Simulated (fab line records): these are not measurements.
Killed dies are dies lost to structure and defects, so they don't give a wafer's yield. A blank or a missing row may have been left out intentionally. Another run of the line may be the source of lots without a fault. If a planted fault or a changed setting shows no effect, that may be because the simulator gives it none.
fab line records    flow sfq-line
record lots=6  wafers=18  last-day=91
route steps=325 shown M7@285 I7@296 M8@311
lots that met no fault: taken from a fault-free run of the same line
start-h: hours from the record's first day to the start of the lot's first wafer shown    wait-h: hours since the lot's step before    " identical to the entry in the row above    L1.1+2: several wafers, shown together as one row    - value missing, or start not given    * or withheld: withheld    < > ~ a bound
route shown NAME@n: NAME is a module with steps in the file, n the number in the route of the first one    usual: mean/standard deviation of fault-free wafers    same: alike in all rows    chamber/n: place in a boat    sites: readings site by site    _std_site: standard deviation of those values    _edge_site: inner sites' mean taken away from outer sites' mean    radius-mm: for every site, how far away it sits from the centre of the wafer    mask NAME#n: copy n    behind: tool/chamber where the wafer was last shaped    hold: what put the lot on hold/how long, in hours/how the hold closed    device: names the non-switching transistor (n, p or np)    end of line: the same wafers' tests at the end of the route    for a step that has no rows: nothing shown but its recipe    killed: dies lost to structure and defects at the first sort, not the wafer's yield    map: a wafer's dies, marking killed ones x, the rest . and places with no die _
set.NAME: the setting the step ran with; set.NAME@STEP: the setting that earlier step ran with    model.NAME: the simulator's own value behind a step, which no gauge read
a table for each step, a row for each wafer; lots at some steps of the route
services: from which hour (start-h, from the record's first day; less than 0 if before it) a tool's chamber was out of use, for how many hours, and why
## steps
# step SFQ_TRILAYER_M7_LITHO_COAT_182
# recipe resist=BARC  spin-rpm=3000  resist-thk-nm=62
# step SFQ_TRILAYER_M7_LITHO_COAT_177
# recipe resist=KrF  spin-rpm=3000  resist-thk-nm=600
# step SFQ_TRILAYER_M7_LITHO_SOFTBAKE_181
# recipe temp-c=withheld  time-s=withheld  resist=KrF
# step SFQ_TRILAYER_M7_LITHO_EXPOSE_178
# recipe mask-id=M7  na=0.6  source-shape=conventional  sigma-outer=0.65  target-cd-nm=500  dose-mj=14.4
# step SFQ_TRILAYER_M7_LITHO_PEB_180
# recipe peb-temp-c=115  peb-time-s=60  resist=KrF
# step SFQ_TRILAYER_M7_LITHO_DEVELOP_179
# recipe time-s=60  resist=KrF
# step SFQ_M7_OVL_MEAS_945
# usual M7_OVL=1/4.6
lot.wafer  tool        chamber  start-h  wait-h  M7_OVL[nm]
L680.3     overlay-02  -        1831.20  0.1     0
L680.4     "           -        "        "       4
L680.5     "           -        "        "       2
L683.1     overlay-01  -        1852.65  0.1     -4
L683.3     "           -        "        "       1
L683.6     "           -        "        "       0
L684.2     overlay-01  -        1857.37  0.1     -1
L684.3     "           -        "        "       -1
L684.5     "           -        "        "       4
L692.1     overlay-01  -        2069.26  0.1     9
L692.3     "           -        "        "       0
L692.5     "           -        "        "       8
L695.1     overlay-01  -        2082.62  0.1     -1
L695.2     "           -        "        "       -2
L695.4     "           -        "        "       -2
L697.3     overlay-02  -        2089.83  0.1     11
L697.4     "           -        "        "       3
L697.6     "           -        "        "       2
# step SFQ_TRILAYER_M7_BARC_OPEN_METAL_ETCH_229
# recipe mask-material=PR  chemistry=O2  target-depth-nm=125  target=BARC  icp-w=600  bias-w=80  pressure-mtorr=10  time-s=41.7
# usual chamber-pressure-mTorr=10.000/0.0091  drypump-motor-current-A=5.5/0.52  oes-product-au=0.685/0.0045
lot.wafer  tool          chamber  start-h  wait-h  chamber-pressure-mTorr  drypump-motor-current-A  oes-product-au  rf-hours-counter-h
L680.3     rie-metal-01  0        1831.25  0.0     9.996                   6.0                      0.693           -
L680.4     "             1        "        "       10.003                  5.7                      0.682           -
L680.5     "             1        "        "       9.998                   5.7                      0.689           -
L683.1     rie-metal-03  0        1852.68  0.0     10.011                  5.0                      0.684           26
L683.3     "             0        "        "       9.994                   5.0                      0.683           -
L683.6     "             1        "        "       9.980                   6.2                      0.676           -
L684.2     rie-metal-03  0        1857.42  0.0     9.995                   4.9                      0.682           -
L684.3     "             0        "        "       10.007                  5.0                      0.688           -
L684.5     "             0        "        "       10.003                  5.0                      0.679           -
L692.1     rie-metal-02  0        2069.29  0.0     9.996                   5.7                      0.679           108
L692.3     "             0        "        "       9.991                   5.7                      0.674           -
L692.5     "             0        "        "       9.998                   5.7                      0.684           -
L695.1     rie-metal-03  1        2082.66  0.0     9.987                   6.2                      0.685           25
L695.2     "             0        "        "       10.002                  5.0                      0.679           60
L695.4     "             0        "        "       10.003                  5.0                      0.684           -
L697.3     rie-metal-03  0        2089.88  0.0     9.989                   5.0                      0.689           -
L697.4     "             1        "        "       9.994                   6.2                      0.682           -
L697.6     "             0        "        "       10.006                  5.0                      0.694           -
# step SFQ_TRILAYER_M7_ETCH_METAL_ETCH_180
# recipe target=Nb  stop-on=SiO2  mask-material=PR  chemistry=Cl2/Ar  target-depth-nm=240  icp-w=600  bias-w=80  pressure-mtorr=10  time-s=120
# usual chamber-pressure-mTorr=10.000/0.0097  drypump-motor-current-A=5.5/0.52  oes-product-au=0.893/0.0066
lot.wafer  tool          chamber  start-h  wait-h  chamber-pressure-mTorr  drypump-motor-current-A  oes-product-au  rf-hours-counter-h
L680.3     rie-metal-01  0        1831.33  0.1     10.016                  6.0                      0.901           -
L680.4     "             1        "        "       10.007                  5.8                      0.896           -
L680.5     "             1        "        "       10.001                  5.8                      0.886           -
L683.1     rie-metal-03  0        1852.74  0.0     9.996                   4.9                      0.882           26
L683.3     "             0        "        "       9.995                   5.0                      0.886           -
L683.6     "             1        "        "       9.989                   6.2                      0.885           -
L684.2     rie-metal-03  0        1857.56  0.1     9.993                   5.0                      0.892           -
L684.3     "             0        "        "       10.005                  4.9                      0.907           -
L684.5     "             0        "        "       10.009                  4.9                      0.885           -
L692.1     rie-metal-02  0        2069.35  0.0     10.005                  5.7                      0.902           108
L692.3     "             0        "        "       10.010                  5.7                      0.895           -
L692.5     "             0        "        "       10.010                  5.7                      0.895           -
L695.1     rie-metal-03  1        2082.72  0.0     9.999                   6.2                      0.891           25
L695.2     "             0        "        "       9.985                   5.0                      0.904           60
L695.4     "             0        "        "       10.000                  4.9                      0.891           -
L697.3     rie-metal-03  0        2089.96  0.1     9.999                   5.0                      0.901           -
L697.4     "             1        "        "       9.990                   6.2                      0.892           -
L697.6     "             0        "        "       10.006                  5.0                      0.900           -
# step SFQ_TRILAYER_M7_STRIP_STRIP_181
# recipe gas=O2  power-w=200  platen-temp-c=40  overash-fraction=0.65  chemistry=O2  pressure-mtorr=50
# usual chamber-pressure-mTorr=50.00/0.044  drypump-motor-current-A=5.5/0.52  oes-product-au=0.997/0.0078
lot.wafer  tool          chamber  start-h  wait-h  chamber-pressure-mTorr  drypump-motor-current-A  oes-product-au  rf-hours-counter-h
L680.3     rie-metal-01  0        1831.61  0.2     50.03                   6.0                      0.992           -
L680.4     "             1        "        "       50.03                   5.8                      0.990           -
L680.5     "             1        "        "       50.07                   5.8                      1.004           -
L683.1     rie-metal-03  0        1852.87  0.1     50.05                   4.9                      0.991           26
L683.3     "             0        "        "       49.97                   5.0                      0.988           -
L683.6     "             1        "        "       50.03                   6.3                      0.994           -
L684.2     rie-metal-03  0        1857.97  0.4     49.94                   4.9                      0.989           -
L684.3     "             0        "        "       49.98                   5.0                      0.995           -
L684.5     "             0        "        "       49.93                   5.0                      0.993           -
L692.1     rie-metal-02  0        2069.48  0.1     50.01                   5.7                      1.008           108
L692.3     "             0        "        "       49.93                   5.7                      1.001           -
L692.5     "             0        "        "       49.97                   5.7                      0.991           -
L695.1     rie-metal-03  1        2082.84  0.1     49.95                   6.2                      1.001           25
L695.2     "             0        "        "       50.06                   4.9                      0.982           60
L695.4     "             0        "        "       49.92                   5.0                      0.989           -
L697.3     rie-metal-03  0        2090.24  0.2     50.04                   4.9                      0.991           -
L697.4     "             1        "        "       50.01                   6.2                      0.993           -
L697.6     "             0        "        "       50.01                   5.0                      0.989           -
# step SFQ_TRILAYER_M7_STRIP_SOLV_CLEAN_182
# recipe chemistry=NMP  temp-c=70  time-s=600
# step SFQ_TRILAYER_I7_DEP_PECVD_183
# recipe material=SiO2  temp-c=150  time-s=113.9  pressure-torr=2.4  rf-w=183.3  precursor=SiH4/N2O  target-thk-nm=500
# step SFQ_TRILAYER_I7_CMP_CMP_184
# recipe material=SiO2  down-force-psi=3  platen-rpm=60  pad-velocity-m-s=0.94248
# usual head-pressure-psi=3.000/0.0063  motor-current-A=10.5/1.2  platen-rpm=60.00/0.044  time-to-endpoint-s=222/8.7
lot.wafer  tool    chamber  start-h  wait-h  head-pressure-psi  motor-current-A  platen-rpm  time-to-endpoint-s  model.SiO2_of_TRILAYER_I7_DEP_PECVD_183.thk-nm
L680.4     cmp-02  0        1834.50  2.2     3.004              9.4              59.96       242                 203.2
L680.3     "       2        1835.50  3.3     2.996              8.5              60.01       223                 201.4
L680.5     "       0        1836.50  4.2     3.001              10.0             60.00       238                 202.6
L683.1     cmp-01  0        1854.22  0.5     2.999              11.3             59.99       214                 198.5
L683.3     "       2        1855.22  1.5     3.002              11.6             60.01       211                 197.7
L683.6     "       0        1856.22  2.5     2.998              11.5             60.08       220                 198
L684.3     cmp-01  3        1860.56  1.3     2.998              11.3             60.00       229                 202.5
L684.2     "       1        1861.56  2.4     3.005              9.8              59.99       213                 200.8
L684.5     "       3        1862.56  3.3     3.001              11.2             60.00       238                 202.1
L692.3     cmp-02  0        2078.72  8.4     3.005              9.4              59.98       224                 200.7
L692.1     "       1        "        "       2.997              8.8              59.96       215                 198.6
L692.5     "       0        2080.72  10.4    2.993              9.3              60.05       228                 200.7
L695.1     cmp-02  1        2087.72  4.1     3.007              9.5              59.98       216                 200.2
L695.2     "       2        "        "       3.009              8.3              60.00       282                 304.3
L695.4     "       0        2089.22  5.5     2.993              9.7              60.11       232                 200.5
L697.3     cmp-02  3        2091.39  0.5     2.993              11.4             59.98       211                 199.3
L697.4     "       1        2092.39  1.5     3.001              9.3              59.97       217                 199.8
L697.6     "       2        "        "       3.004              8.1              59.97       292                 308.9
# step SFQ_I7_BOW_MEAS_946
# recipe mode=bow
# usual I7_BOW=7/12
lot.wafer  tool           chamber  start-h  wait-h  I7_BOW[um]
L680.3     film-metro-02  -        1837.54  1.5     5
L680.4     "              -        "        "       15
L680.5     "              -        "        "       12
L683.1     film-metro-01  -        1856.72  2.0     14
L683.3     "              -        "        "       -3
L683.6     "              -        "        "       -5
L684.2     film-metro-03  -        1863.58  1.5     -2
L684.3     "              -        "        "       10
L684.5     "              -        "        "       0
L692.1     film-metro-01  -        2081.72  2.0     6
L692.3     "              -        "        "       20
L692.5     "              -        "        "       5
L695.1     film-metro-03  -        2090.72  2.5     11
L695.2     "              -        "        "       9
L695.4     "              -        "        "       -4
L695.1     film-metro-03  -        2092.04  1.3     -
L695.2     "              -        "        "       -
L695.4     "              -        "        "       -
L697.3     film-metro-02  -        2093.93  2.0     13
L697.4     "              -        "        "       13
L697.6     "              -        "        "       12
L697.3     film-metro-02  -        2095.25  1.3     -
L697.4     "              -        "        "       -
L697.6     "              -        "        "       -
# step SFQ_TRILAYER_I7_METRO_MEASURE_185
# usual thk-nm=199.6/1.4
lot.wafer  tool           chamber  start-h  wait-h  thk-nm
L680.3     film-metro-02  -        1838.02  0.5     201.3
L680.4     "              -        "        "       203.2
L680.5     "              -        "        "       202.6
L683.1     film-metro-01  -        1856.84  0.1     198.6
L683.3     "              -        "        "       197.5
L683.6     "              -        "        "       198.0
L684.2     film-metro-03  -        1863.88  0.3     200.8
L684.3     "              -        "        "       202.5
L684.5     "              -        "        "       202.0
L692.1     film-metro-01  -        2081.84  0.1     198.6
L692.3     "              -        "        "       200.6
L692.5     "              -        "        "       200.6
L695.1     film-metro-03  -        2094.85  2.8     200.1
L695.2     "              -        "        "       304.4
L695.4     "              -        "        "       200.5
L695.1     film-metro-03  -        2096.22  1.2     200.0
L695.2     "              -        "        "       304.1
L695.4     "              -        "        "       200.4
L697.3     film-metro-02  -        2098.72  3.4     199.1
L697.4     "              -        "        "       199.8
L697.6     "              -        "        "       309.0
L697.3     film-metro-02  -        2100.08  1.2     199.3
L697.4     "              -        "        "       199.9
L697.6     "              -        "        "       308.8
# step SFQ_TRILAYER_I7_VIA_LITHO_COAT_192
# recipe resist=BARC  spin-rpm=3000  resist-thk-nm=62
# step SFQ_TRILAYER_I7_VIA_LITHO_COAT_187
# recipe resist=KrF  spin-rpm=3000  resist-thk-nm=650
# step SFQ_TRILAYER_I7_VIA_LITHO_SOFTBAKE_191
# recipe temp-c=withheld  time-s=withheld  resist=KrF
# step SFQ_TRILAYER_I7_VIA_LITHO_EXPOSE_188
# recipe mask-id=I7  na=0.6  source-shape=conventional  sigma-outer=0.65  target-cd-nm=1000  dose-mj=21.3
# step SFQ_TRILAYER_I7_VIA_LITHO_PEB_190
# recipe peb-temp-c=115  peb-time-s=60.96  resist=KrF
# usual chill-plate-temp-C=23.00/0.12  plate-sensor-t-centre-C=115.95/0.0097  plate-sensor-t-edge-C=116.08/0.011
lot.wafer  tool            chamber  start-h  wait-h  chill-plate-temp-C  plate-sensor-t-centre-C  plate-sensor-t-edge-C
L680.3     litho-track-03  0        1841.42  0.7     23.12               115.95                   116.06
L680.4     "               0        "        "       22.98               115.96                   116.09
L680.5     "               0        "        "       23.04               115.94                   116.1
L683.1     litho-track-03  0        1859.99  1.0     22.96               115.94                   116.12
L683.3     "               0        "        "       22.87               115.95                   116.09
L683.6     "               0        "        "       22.86               115.95                   116.09
L684.2     litho-track-02  0        1866.86  0.8     23.04               115.96                   116.08
L684.3     "               0        "        "       22.97               115.95                   116.08
L684.5     "               0        "        "       23.03               115.95                   116.09
L692.1     litho-track-03  0        -        -       22.88               115.95                   116.09
L692.3     "               0        "        "       23.06               115.96                   116.09
L692.5     "               0        "        "       23.04               115.95                   116.1
L695.1     litho-track-03  0        2102.57  1.0     23.13               115.93                   116.07
L695.2     "               0        "        "       23.19               115.95                   116.09
L695.4     "               0        "        "       22.90               115.94                   116.09
L697.3     litho-track-02  0        2105.02  0.7     22.98               115.96                   116.07
L697.4     "               0        "        "       22.83               115.94                   116.09
L697.6     "               0        "        "       22.97               115.95                   116.08
# step SFQ_TRILAYER_I7_VIA_LITHO_DEVELOP_189
# recipe time-s=60  resist=KrF
# step SFQ_I7_OVL_MEAS_947
# usual I7_OVL=0/6.1
lot.wafer  tool        chamber  start-h  wait-h  I7_OVL[nm]
L680.3     overlay-01  -        1841.68  0.1     0
L680.4     "           -        "        "       5
L680.5     "           -        "        "       5
L683.1     overlay-01  -        1860.29  0.1     0
L683.3     "           -        "        "       7
L683.6     "           -        "        "       -7
L684.2     overlay-02  -        1867.14  0.1     -8
L684.3     "           -        "        "       -6
L684.5     "           -        "        "       -11
L692.1     overlay-01  -        2087.09  0.1     1
L692.3     "           -        "        "       6
L692.5     "           -        "        "       1
L695.1     overlay-02  -        2102.87  0.1     -9
L695.2     "           -        "        "       1
L695.4     "           -        "        "       -1
L697.3     overlay-01  -        2105.28  0.1     -3
L697.4     "           -        "        "       4
L697.6     "           -        "        "       10
# step SFQ_TRILAYER_I7_VIA_BARC_OPEN_VIA_ETCH_260
# recipe mask-material=PR  chemistry=O2  target-depth-nm=125  target=BARC  source-w=500  bias-w=80  pressure-mtorr=30  time-s=41.7
# step SFQ_TRILAYER_I7_VIA_ETCH_VIA_ETCH_190
# recipe target=SiO2  stop-on=Nb  mask-material=PR  taper-deg=20  chemistry=CHF3  target-depth-nm=260  source-w=500  bias-w=80  pressure-mtorr=30  time-s=withheld
# usual chamber-pressure-mTorr=30.00/0.031  drypump-motor-current-A=5.9/0.39  oes-product-au=0.854/0.0058
lot.wafer  tool         chamber  start-h  wait-h  chamber-pressure-mTorr  drypump-motor-current-A  oes-product-au  model.etch.depth-nm  model.I7.feature-depth-nm
L680.3     rie-diel-02  1        1841.75  0.0     29.98                   5.7                      0.852           201.4                201.4
L680.4     "            2        "        "       29.95                   6.5                      0.862           203.2                203.2
L680.5     "            2        "        "       29.94                   6.5                      0.857           202.6                202.6
L683.1     rie-diel-03  3        1860.37  0.0     30.03                   5.7                      0.857           198.5                198.5
L683.3     "            1        "        "       29.96                   6.0                      0.850           197.7                197.7
L683.6     "            3        "        "       30.06                   5.8                      0.842           198                  198
L684.2     rie-diel-01  3        1867.21  0.0     30.02                   6.1                      0.859           200.8                200.8
L684.3     "            1        "        "       29.97                   6.1                      0.855           202.5                202.5
L684.5     "            2        "        "       30.02                   5.9                      0.867           202.1                202.1
L692.1     rie-diel-01  1        2087.16  0.0     29.98                   6.1                      0.850           198.6                198.6
L692.3     "            3        "        "       29.98                   6.1                      0.860           200.7                200.7
L692.5     "            2        "        "       30.01                   5.9                      0.853           200.7                200.7
L695.1     rie-diel-02  2        2102.95  0.0     30.00                   6.5                      0.848           200.2                200.2
L695.2     "            0        "        "       30.03                   5.0                      1.012           260.1                260.1
L695.4     "            1        "        "       29.95                   5.7                      0.854           200.5                200.5
L697.3     rie-diel-03  0        2105.35  0.0     30.00                   6.4                      0.856           199.3                199.3
L697.4     "            2        "        "       30.01                   5.4                      0.852           199.8                199.8
L697.6     "            2        "        "       30.02                   5.4                      1.003           259.1                259.1
# step SFQ_TRILAYER_I7_VIA_STRIP_STRIP_191
# recipe gas=O2  power-w=200  platen-temp-c=40  overash-fraction=0.65  chemistry=O2  pressure-mtorr=50
# usual chamber-pressure-mTorr=50.01/0.053  drypump-motor-current-A=5.3/0.47  oes-product-au=0.999/0.008
lot.wafer  tool          chamber  start-h  wait-h  chamber-pressure-mTorr  drypump-motor-current-A  oes-product-au  rf-hours-counter-h
L680.3     rie-metal-04  0        1842.06  -       50.08                   5.4                      1.011           -
L680.4     "             1        "        "       49.95                   4.9                      0.999           -
L680.5     "             1        "        "       50.00                   4.9                      0.997           -
L683.1     rie-metal-02  0        1860.48  -       50.05                   5.7                      0.999           80
L683.3     "             0        "        "       49.97                   5.7                      1.001           -
L683.6     "             0        "        "       49.94                   5.7                      0.997           -
L684.2     rie-metal-02  1        1867.32  -       50.01                   4.8                      0.993           23
L684.3     "             0        "        "       50.03                   5.7                      0.996           -
L684.5     "             0        "        "       49.99                   5.7                      1.000           -
L692.1     rie-metal-03  1        2087.27  -       49.97                   6.3                      1.011           26
L692.3     "             0        "        "       49.86                   5.0                      0.998           -
L692.5     "             0        "        "       49.97                   5.0                      0.995           -
L695.1     rie-metal-04  1        2103.06  -       50.05                   4.9                      1.001           25
L695.2     "             0        "        "       50.02                   5.4                      1.005           112
L695.4     "             1        "        "       50.10                   4.9                      0.993           -
L697.3     rie-metal-03  1        2105.66  -       49.98                   6.2                      0.996           -
L697.4     "             0        "        "       49.98                   5.0                      0.986           -
L697.6     "             0        "        "       50.04                   4.9                      0.986           -
# step SFQ_TRILAYER_I7_VIA_STRIP_SOLV_CLEAN_192
# recipe chemistry=NMP  temp-c=70  time-s=600
# step SFQ_TRILAYER_M8_LITHO_LOR_COAT_197
# recipe resist=lift-off  spin-rpm=3000
# step SFQ_TRILAYER_M8_LITHO_LOR_BAKE_198
# recipe resist=lift-off  temp-c=withheld  time-s=withheld
# step SFQ_TRILAYER_M8_LITHO_COAT_193
# recipe resist=KrF  spin-rpm=3000  resist-thk-nm=600
# step SFQ_TRILAYER_M8_LITHO_SOFTBAKE_199
# recipe temp-c=withheld  time-s=withheld  resist=KrF
# step SFQ_TRILAYER_M8_LITHO_EXPOSE_194
# recipe mask-id=M8  na=0.6  source-shape=conventional  sigma-outer=0.65  target-cd-nm=2000  dose-mj=14.4
# step SFQ_TRILAYER_M8_LITHO_PEB_196
# recipe peb-temp-c=115  peb-time-s=60  resist=KrF
# step SFQ_TRILAYER_M8_LITHO_DEVELOP_195
# recipe img-clear-s=15  time-s=55  resist=KrF
# step SFQ_M8_OVL_MEAS_948
# usual M8_OVL=1/4.7
lot.wafer  tool        chamber  start-h  wait-h  M8_OVL[nm]
L680.3     overlay-02  -        1929.45  0.1     2
L680.4     "           -        "        "       6
L680.5     "           -        "        "       0
L683.1     overlay-01  -        1946.24  0.1     -3
L683.3     "           -        "        "       9
L683.6     "           -        "        "       0
L684.2     overlay-01  -        1952.25  0.1     1
L684.3     "           -        "        "       5
L684.5     "           -        "        "       5
L692.1     overlay-01  -        2162.06  0.1     3
L692.3     "           -        "        "       -2
L692.5     "           -        "        "       1
L695.1     overlay-01  -        2171.79  0.1     0
L695.2     "           -        "        "       -2
L695.4     "           -        "        "       -4
L697.3     overlay-02  -        2176.60  0.1     7
L697.4     "           -        "        "       4
L697.6     "           -        "        "       11
# step SFQ_TRILAYER_M8_DEP_EVAP_197
# recipe material=Ti  angular-spread-deg=1  target-thk-nm=20  time-s=100  power-w=2000
# step SFQ_TRILAYER_M8_DEP_EVAP_198
# recipe material=Pt  angular-spread-deg=1  target-thk-nm=50  time-s=239.8  power-w=2000
# step SFQ_TRILAYER_M8_DEP_EVAP_196
# recipe material=Au  angular-spread-deg=1  target-thk-nm=180  time-s=900  power-w=2000
# step SFQ_M8_RS_MEAS_949
# recipe thk-meas-gauge=four-point-probe  reads=Au_of_TRILAYER_M8_DEP_EVAP_196+Pt_of_TRILAYER_M8_DEP_EVAP_198+Ti_of_TRILAYER_M8_DEP_EVAP_197
# usual M8_AU_RS=0.1545/0.0017
lot.wafer  tool           chamber  start-h  wait-h  M8_AU_RS[ohm/sq]
L680.3     film-metro-03  -        1930.26  0.3     0.1548
L680.4     "              -        "        "       0.1556
L680.5     "              -        "        "       0.1561
L683.1     film-metro-04  -        1947.02  0.3     0.1527
L683.3     "              -        "        "       0.1517
L683.6     "              -        "        "       0.1519
L684.2     film-metro-03  -        1953.04  0.3     0.1582
L684.3     "              -        "        "       0.1570
L684.5     "              -        "        "       0.1579
L692.1     film-metro-04  -        2162.84  0.3     0.1551
L692.3     "              -        "        "       0.1564
L692.5     "              -        "        "       0.1570
L695.1     film-metro-04  -        2172.57  0.3     0.1515
L695.2     "              -        "        "       0.1531
L695.4     "              -        "        "       0.1533
L697.3     film-metro-03  -        2177.41  0.3     0.1550
L697.4     "              -        "        "       0.1521
L697.6     "              -        "        "       0.1541
# step SFQ_M8_THK_MEAS_950
# recipe thk-meas-gauge=xrf  reads=Au_of_TRILAYER_M8_DEP_EVAP_196
# usual M8_AU_THK=180.1/2.4
lot.wafer  tool           chamber  start-h  wait-h  M8_AU_THK[nm]
L680.3     film-metro-03  -        1930.36  0.1     178.9
L680.4     "              -        "        "       177.7
L680.5     "              -        "        "       177.4
L683.1     film-metro-04  -        1947.14  0.1     181.8
L683.3     "              -        "        "       182.9
L683.6     "              -        "        "       181.9
L684.2     film-metro-03  -        1953.15  0.1     175.3
L684.3     "              -        "        "       176.7
L684.5     "              -        "        "       175.6
L692.1     film-metro-04  -        2162.96  0.1     179.1
L692.3     "              -        "        "       177.3
L692.5     "              -        "        "       176.9
L695.1     film-metro-04  -        2172.69  0.1     184.1
L695.2     "              -        "        "       180.8
L695.4     "              -        "        "       181.4
L697.3     film-metro-03  -        2177.51  0.1     179.3
L697.4     "              -        "        "       182.4
L697.6     "              -        "        "       180.0
# step SFQ_TRILAYER_M8_LIFTOFF_LIFTOFF_197
# recipe temp-c=80  time-s=600  chemistry=NMP
# step SFQ_M8_BOW_MEAS_951
# recipe mode=bow
# usual M8_BOW=8/12
lot.wafer  tool           chamber  start-h  wait-h  M8_BOW[um]  model.etest.i7.link-ohm
L680.3     film-metro-04  -        1930.62  0.0     5           1.055
L680.4     "              -        "        "       15          1.047
L680.5     "              -        "        "       12          1.058
L683.1     film-metro-02  -        1947.38  0.0     15          1.06
L683.3     "              -        "        "       -1          1.055
L683.6     "              -        "        "       -3          1.062
L684.2     film-metro-04  -        1953.40  0.0     -2          1.064
L684.3     "              -        "        "       11          1.047
L684.5     "              -        "        "       2           1.061
L692.1     film-metro-03  -        2163.20  0.0     8           1.05
L692.3     "              -        "        "       21          1.046
L692.5     "              -        "        "       7           1.049
L695.1     film-metro-02  -        2172.92  0.0     12          1.058
L695.2     "              -        "        "       8           1e+06
L695.4     "              -        "        "       -2          1.051
L697.3     film-metro-04  -        2177.94  0.0     15          1.046
L697.4     "              -        "        "       13          1.042
L697.6     "              -        "        "       12          1e+06
## services
tool           chamber  start-h  hours  kind
cmp-02         -        1814.60  1.6    repair
rie-metal-04   1        1814.63  10.6   repair
rie-diel-02    2        1822.28  10.6   repair
rie-metal-04   -        1824.08  0.1    repair
rie-diel-01    2        1840.01  1.3    repair
film-metro-03  -        1841.70  0.7    pm
rie-diel-01    0        1854.49  13.1   repair
rie-diel-03    0        1861.94  2.6    repair
film-metro-02  -        1865.35  0.6    pm
film-metro-02  -        1878.15  0.3    pm
film-metro-01  -        1878.15  2.5    repair
cmp-02         -        1882.07  1.7    repair
rie-metal-03   1        1899.33  17.5   repair
rie-metal-03   -        1906.27  1.4    repair
film-metro-02  -        1909.05  6.8    pm
film-metro-03  -        1912.40  3.8    pm
rie-metal-02   1        1918.13  18.0   repair
cmp-01         -        1920.56  4.6    pm
cmp-02         -        1995.43  4.0    repair
film-metro-02  -        2008.46  1.5    pm
film-metro-03  -        2022.19  0.6    pm
cmp-02         -        2061.41  5.3    pm
film-metro-02  -        2064.79  0.5    pm
film-metro-03  -        2086.60  1.6    pm
## key
first-sign step=SFQ_TRILAYER_I7_CMP_CMP_184  reading=time-to-endpoint-s  direction=up  sigmas=7.4  usual=*  struck=*
effect step=SFQ_I7_BOW_MEAS_946  reading=visit  direction=added
effect step=SFQ_TRILAYER_I7_METRO_MEASURE_185  reading=visit  direction=added
effect step=SFQ_TRILAYER_I7_METRO_MEASURE_185  reading=thk-nm  direction=up  sigmas=77  usual=199.6  struck=306.7
effect step=SFQ_TRILAYER_I7_VIA_ETCH_VIA_ETCH_190  reading=oes-product-au  direction=up  sigmas=26  usual=0.854  struck=1.008
model-effect step=SFQ_TRILAYER_I7_CMP_CMP_184  value=SiO2_of_TRILAYER_I7_DEP_PECVD_183.thk-nm  without=198.6  struck=306.6
model-effect step=SFQ_TRILAYER_I7_VIA_ETCH_VIA_ETCH_190  value=etch.depth-nm  without=198.6  struck=259.6
model-effect step=SFQ_M8_BOW_MEAS_951  value=etest.i7.link-ohm  without=1.042  struck=1e+06
met-at SFQ_TRILAYER_I7_CMP_CMP_184
struck-wafers L695.2,L697.6
onset-between 1834.50 2087.72
fault kind=process-parameter-drift  tool=cmp-02  chamber=2  onset-h=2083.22  steps=SFQ_TRILAYER_I7_CMP_CMP_184  channel=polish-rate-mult  offset=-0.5  shape=step  end-h=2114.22
